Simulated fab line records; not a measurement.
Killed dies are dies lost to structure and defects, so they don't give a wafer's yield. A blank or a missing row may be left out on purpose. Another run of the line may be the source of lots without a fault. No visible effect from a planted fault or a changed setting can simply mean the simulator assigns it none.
Matching of chambers || flow gf180mcu || cmp-01 running GF_V4_CMP_26: 4 sister chambers
The step polishes, stops on SiO2, t overpolish 15 s, target thk 0 nm. 4 wafers are shown with their chamber, then 9 later ones without.

WAFERS, EACH WITH ITS CHAMBER
{"wafer": "L993.2", "chamber": 2, "motor current A (A)": 10.1}
{"wafer": "L995.1", "chamber": 3, "motor current A (A)": 11.1}
{"wafer": "L995.3", "chamber": 0, "motor current A (A)": 8.7}
{"wafer": "L995.4", "chamber": 1, "motor current A (A)": 10.2}

WAFERS MISSING THEIR CHAMBER
{"wafer": "L996.1", "motor current A (A)": 10.8}
{"wafer": "L996.3", "motor current A (A)": 9.4}
{"wafer": "L996.6", "motor current A (A)": 9.0}
{"wafer": "L998.3", "motor current A (A)": 10.0}
{"wafer": "L998.4", "motor current A (A)": 11.6}
{"wafer": "L998.5", "motor current A (A)": 10.7}
{"wafer": "L102.1", "motor current A (A)": 9.4}
{"wafer": "L102.4", "motor current A (A)": 11.1}
{"wafer": "L102.5", "motor current A (A)": 11.5}

WHICH CHAMBER EACH ONE RAN IN
{"wafer": "L996.1", "from the rows above": "can't be placed: 3 or 1 or 2", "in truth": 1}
{"wafer": "L996.3", "from the rows above": "can't be placed: 2 or 0 or 1", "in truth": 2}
{"wafer": "L996.6", "from the rows above": "can't be placed: 0 or 2", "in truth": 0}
{"wafer": "L998.3", "from the rows above": "can't be placed: 2 or 1", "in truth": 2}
{"wafer": "L998.4", "from the rows above": 3, "in truth": 3}
{"wafer": "L998.5", "from the rows above": "can't be placed: 3 or 1 or 2", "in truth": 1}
{"wafer": "L102.1", "from the rows above": "can't be placed: 2 or 0 or 1", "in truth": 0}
{"wafer": "L102.4", "from the rows above": 3, "in truth": 3}
{"wafer": "L102.5", "from the rows above": 3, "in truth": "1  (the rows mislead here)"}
Correct placement for 2 of the 9. Not placeable from these rows: 6 (in 6, the candidates include the true chamber). Placed wrongly: 1.
How it was worked out, from the rows above alone: a wafer's distance from a chamber is the root of the sum, over the readings, of the square of ((its reading less the chamber's mean) divided by the reading's scatter). The wafer belongs to the nearest chamber; if the next one is less than 2 further off, it can't be placed. Each chamber's mean is taken over the wafers shown for it. The scatter: root of mean squared gap, hidden wafer to nearest shown wafer, with one shown wafer a chamber.
